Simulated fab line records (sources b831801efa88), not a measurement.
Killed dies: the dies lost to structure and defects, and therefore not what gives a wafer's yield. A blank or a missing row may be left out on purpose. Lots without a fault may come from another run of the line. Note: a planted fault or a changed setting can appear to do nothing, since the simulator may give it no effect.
Tool commonality check | flow sky130 | 9 lots and 27 wafers in the sample

## WHY IT WAS OPENED
1 of 9 lots carry a flag on the reading VT_ADJUST_NCORE_TW at SKY_VT_ADJUST_NCORE_TW_MEAS_11. Fault-free wafers read 219.8, with a standard deviation of 1.1.
Rule: a lot is flagged when every wafer of it that has a number lies more than 4 standard deviations from that mean, or none has a number. All remaining lots are regarded as sound.

lot  | measured     | on           | VT_ADJUST_NCORE_TW, wafer by wafer | flag
L883 | day 11 00:40 | filmMetro-04 | 218.6 218.7 218.2                  | 
L886 | day 11 12:01 | filmMetro-03 | 30.2 30.3 30.5                     | FLAGGED
L895 | day 13 17:50 | filmMetro-04 | 221.0 219.8 222.0                  | 
L897 | day 14 10:31 | filmMetro-02 | 219.5 219.3 220.5                  | 
L896 | day 14 12:41 | filmMetro-02 | 219.4 218.5 219.7                  | 
L898 | day 14 18:35 | filmMetro-04 | 220.6 221.0 220.5                  | 
L899 | day 14 18:59 | filmMetro-02 | 218.9 220.8 219.4                  | 
L901 | day 15 05:18 | filmMetro-03 | 221.2 221.1 220.9                  | 
L902 | day 15 11:27 | filmMetro-03 | 220.7 221.9 222.3                  | 
Flagged lots average 30.3: -189.5 relative to the usual, that is -99 or more standard deviations.

## WHICH TOOL RAN EACH LOT
2 process steps preceding the reading are held in the record, out of 708 steps in the route. Read each cell as the tool, then ch plus the chambers that the sampled wafers visited, then the start.
lot  | flag    | SKY_FIELD_ISO_STRIP_16             | SKY_VT_ADJUST_NCORE_EXPOSE_04
L883 |         | plasmaAsher-01 ch 0,1, day 3 06:43 | ilineStepper-01 ch 0, day 10 13:18
L886 | FLAGGED | plasmaAsher-03 ch 0, day 3 22:08   | ilineStepper-01 ch 0, day 11 00:10
L895 |         | plasmaAsher-03 ch 0,1, day 5 16:05 | ilineStepper-02 ch 0, day 13 05:08
L897 |         | plasmaAsher-01 ch 0,1, day 6 01:28 | ilineStepper-01 ch 0, day 13 20:45
L896 |         | plasmaAsher-01 ch 0, day 5 20:31   | ilineStepper-02 ch 0, day 13 23:19
L898 |         | plasmaAsher-01 ch 0,1, day 6 08:50 | ilineStepper-01 ch 0, day 14 05:20
L899 |         | plasmaAsher-03 ch 0,1, day 6 15:31 | ilineStepper-01 ch 0, day 14 06:02
L901 |         | plasmaAsher-01 ch 0,1, day 7 00:32 | ilineStepper-01 ch 0, day 14 16:14
L902 |         | plasmaAsher-03 ch 0,1, day 7 09:04 | ilineStepper-01 ch 0, day 14 21:43
What these steps do:
- SKY_FIELD_ISO_STRIP_16: strips in O2/N2.
- SKY_VT_ADJUST_NCORE_EXPOSE_04: exposes mask LVTN COMPLEMENT THIN, target cd 380 nm.
- SKY_VT_ADJUST_NCORE_TW_MEAS_11

## FLAGGED AGAINST TOTAL, ONE TOOL AT A TIME (gauges that did the reading follow at the end)
step                           | tool            | lots run | flagged | share of the flagged lots | sound lots run after its first flagged lot
SKY_FIELD_ISO_STRIP_16         | plasmaAsher-01  | 5        | 0       | none                      | -
SKY_FIELD_ISO_STRIP_16         | plasmaAsher-03  | 4        | 1       | all                       | 3 (L895,L899,L902)
SKY_VT_ADJUST_NCORE_EXPOSE_04  | ilineStepper-01 | 7        | 1       | all                       | 5 (L897,L898,L899,L901,L902)
SKY_VT_ADJUST_NCORE_EXPOSE_04  | ilineStepper-02 | 2        | 0       | none                      | -
SKY_VT_ADJUST_NCORE_TW_MEAS_11 | filmMetro-02    | 3        | 0       | none                      | -
SKY_VT_ADJUST_NCORE_TW_MEAS_11 | filmMetro-03    | 3        | 1       | all                       | 2 (L901,L902)
SKY_VT_ADJUST_NCORE_TW_MEAS_11 | filmMetro-04    | 3        | 0       | none                      | -

## THE TABLE: WHAT IT ALLOWS
In the table, 3 rows ran each flagged lot (plasmaAsher-03 at SKY_FIELD_ISO_STRIP_16; ilineStepper-01 at SKY_VT_ADJUST_NCORE_EXPOSE_04; filmMetro-03 at SKY_VT_ADJUST_NCORE_TW_MEAS_11).
- plasmaAsher-03 at SKY_FIELD_ISO_STRIP_16: 1 of its 4 lots flagged. Lots that were sound ran on it after the first flagged one (L895, L899, L902); a persistent fault on the entire tool would not allow that.
- ilineStepper-01 at SKY_VT_ADJUST_NCORE_EXPOSE_04: 1 of its 7 lots flagged. Lots that were sound ran on it after the first flagged one (L897, L898, L899, L901, L902); a persistent fault on the entire tool would not allow that.
- filmMetro-03 at SKY_VT_ADJUST_NCORE_TW_MEAS_11: 1 of its 3 lots flagged. Lots that were sound ran on it after the first flagged one (L901, L902); a persistent fault on the entire tool would not allow that.
None of the table's rows ran every flagged lot and, after the first, no sound lot.

## WHAT WAS PUT IN BY THE SIMULATOR
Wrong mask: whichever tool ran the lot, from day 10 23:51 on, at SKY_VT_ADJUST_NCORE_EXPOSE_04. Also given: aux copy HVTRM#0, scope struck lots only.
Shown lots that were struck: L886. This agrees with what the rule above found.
